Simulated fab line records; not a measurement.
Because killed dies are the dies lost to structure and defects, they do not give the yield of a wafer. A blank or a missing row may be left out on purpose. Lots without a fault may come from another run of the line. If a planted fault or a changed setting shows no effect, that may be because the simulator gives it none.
Which tool did it? | flow sky130 | Sampling: 11 lots, 32 wafers, 4 of 708 route steps

== WHAT THE GAUGES SHOWED, per wafer ==
SKY_SD_N_TW_MEAS_12.
lot  | measured     | on            | SD_N_TW
L348 | day 28 17:44 | film metro-03 | 4012 3992 3996
L351 | day 30 10:29 | film metro-03 | 3991 30
L353 | day 30 14:20 | film metro-01 | 3995 3967 30
L352 | day 30 15:00 | film metro-01 | 3991 30 30
L356 | day 31 09:11 | film metro-01 | 3968 3983 3974
L362 | day 33 04:01 | film metro-02 | 4022 3996 4015
L363 | day 33 09:39 | film metro-01 | 3954 3984 3984
L365 | day 34 09:22 | film metro-01 | 3977 4008 3987
L368 | day 35 05:59 | film metro-03 | 3999 3996 4006
L369 | day 35 10:03 | film metro-03 | 4001 4020 4025
L370 | day 35 12:05 | film metro-01 | 3971 3947 3957

== TOOL THAT RAN EACH LOT (tool first, then ch and the chambers of the sampled wafers, then the start) ==
lot  | SKY_LDD_LDN_STRIP_12                 | SKY_RES_XHIGH_STRIP_08               | SKY_SD_N_DEVELOP_06
L348 | plasma asher-01 ch 0,1, day 23 18:40 | plasma asher-04 ch 0,1, day 27 12:12 | litho track-03 ch 0, day 28 17:01
L351 | plasma asher-03 ch 0, day 25 14:07   | plasma asher-04 ch 0,1, day 29 06:27 | litho track-03 ch 0, day 30 09:48
L353 | plasma asher-03 ch 0,1, day 25 15:43 | plasma asher-03 ch 0,1, day 29 09:39 | litho track-03 ch 0, day 30 13:37
L352 | plasma asher-04 ch 0,1, day 25 16:59 | plasma asher-03 ch 0,1, day 29 10:20 | litho track-03 ch 0, day 30 14:18
L356 | plasma asher-04 ch 0,1, day 26 12:59 | plasma asher-03 ch 0,1, day 30 04:38 | litho track-01 ch 0, day 31 08:22
L362 | plasma asher-03 ch 0,1, day 28 11:29 | plasma asher-02 ch 0,1, day 32 00:58 | litho track-04 ch 0, day 33 03:21
L363 | plasma asher-01 ch 0,1, day 28 16:08 | plasma asher-02 ch 0,1, day 32 06:28 | litho track-03 ch 0, day 33 08:58
L365 | plasma asher-03 ch 0,1, day 29 18:06 | plasma asher-04 ch 0,1, day 33 07:25 | litho track-01 ch 0, day 34 08:40
L368 | plasma asher-04 ch 0,1, day 30 14:43 | plasma asher-03 ch 0,1, day 34 03:24 | litho track-01 ch 0, day 35 05:17
L369 | plasma asher-01 ch 0,1, day 30 17:54 | plasma asher-03 ch 0,1, day 34 06:12 | litho track-04 ch 0, day 35 09:21
L370 | plasma asher-04 ch 0,1, day 30 21:06 | plasma asher-03 ch 0,1, day 34 09:12 | litho track-03 ch 0, day 35 11:24
- SKY_LDD_LDN_STRIP_12: strips in O2/N2.
- SKY_RES_XHIGH_STRIP_08: strips in O2/N2.
- SKY_SD_N_DEVELOP_06: develop time 60 s.

== THE ANSWER, worked out from the rows above alone ==
Rule: what is usual is taken from the lots themselves. Put in order of their means at a reading, lots are off if they are a third of the lots or fewer, leave a main group of 4 or more, and stand apart from it by a gap of 3 or more times the standard deviation of the main group's means; of several such gaps the widest counts. A main group whose means are all the same, to the digits that the tables above print for the reading, isn't used. A lot without any number at a reading at which 4 lots or more have one is off too. Any other lot the step has rows for is counted as sound.
Off: L351, L353, L352, at SKY_SD_N_TW_MEAS_12 (SD_N_TW). Mean 3991 and standard deviation 19 in the main group.
A tool fits if, at a process step before that reading, it ran every lot that is off, and no sound lot after the first of them. Gauges at SKY_SD_N_TW_MEAS_12: tried the same way as those tools. Not one of the candidates tried fits.

== WHAT HAD BEEN PUT IN BY THE SIMULATOR ==
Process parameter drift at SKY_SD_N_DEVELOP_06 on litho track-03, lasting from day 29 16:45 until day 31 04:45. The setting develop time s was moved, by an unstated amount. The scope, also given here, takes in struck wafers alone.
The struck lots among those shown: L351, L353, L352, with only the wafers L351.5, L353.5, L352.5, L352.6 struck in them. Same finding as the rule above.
